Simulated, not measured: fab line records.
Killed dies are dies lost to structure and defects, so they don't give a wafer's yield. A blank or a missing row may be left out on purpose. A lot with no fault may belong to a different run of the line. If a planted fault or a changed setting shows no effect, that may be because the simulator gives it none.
Matching of chambers | flow gf180mcu | cmp-01 running GF_V3_CMP_26: 4 sister chambers
The step polishes, stops on SiO2, t overpolish 15 s, target thk 0 nm. 8 wafers are shown with their chamber, then 6 later ones without.

WAFERS WITH THEIR CHAMBER
wafer  | chamber | motorCurrentA (A) | timeToEndpointS (s)
L589.5 | 0       | 10.4              | 84
L590.3 | 0       | 10.3              | 87
L592.3 | 2       | 9.7               | 83
L592.5 | 3       | 11.1              | 86
L593.4 | 3       | 11.4              | 89
L593.5 | 1       | 13.3              | 94
L594.1 | 2       | 9.3               | 86
L594.5 | 1       | 12.6              | 87

WAFERS WITHOUT THEIR CHAMBER
wafer  | motorCurrentA (A) | timeToEndpointS (s)
L594.6 | 9.5               | 86
L596.3 | 11.6              | 84
L596.5 | 9.7               | 85
L596.6 | 13.2              | 86
L605.2 | 10.6              | 81
L606.2 | 11.7              | 83

THE CHAMBER EACH PASSED THROUGH
wafer  | from the rows above     | in truth
L594.6 | 2                       | 2
L596.3 | 3                       | 3
L596.5 | can't be placed: 2 or 0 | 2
L596.6 | 1                       | 1
L605.2 | can't be placed: 0 or 3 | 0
L606.2 | 3                       | 3
Correct placement for 4 of the 6. Not placeable from these rows: 2 (in 2, the candidates include the true chamber). Number placed wrongly: 0.
How it was worked out, from the rows above alone: a wafer's distance from a chamber is the root of the sum, over the readings, of the square of ((its reading less the chamber's mean) divided by the reading's scatter). The wafer belongs to the nearest chamber; if the next one is less than 2 further off, it can't be placed. The mean given for a chamber averages the wafers shown for that chamber. The scatter: the root of (the sum of the squares of (reading less its chamber's mean) over the shown wafers, divided by (wafers less chambers)).
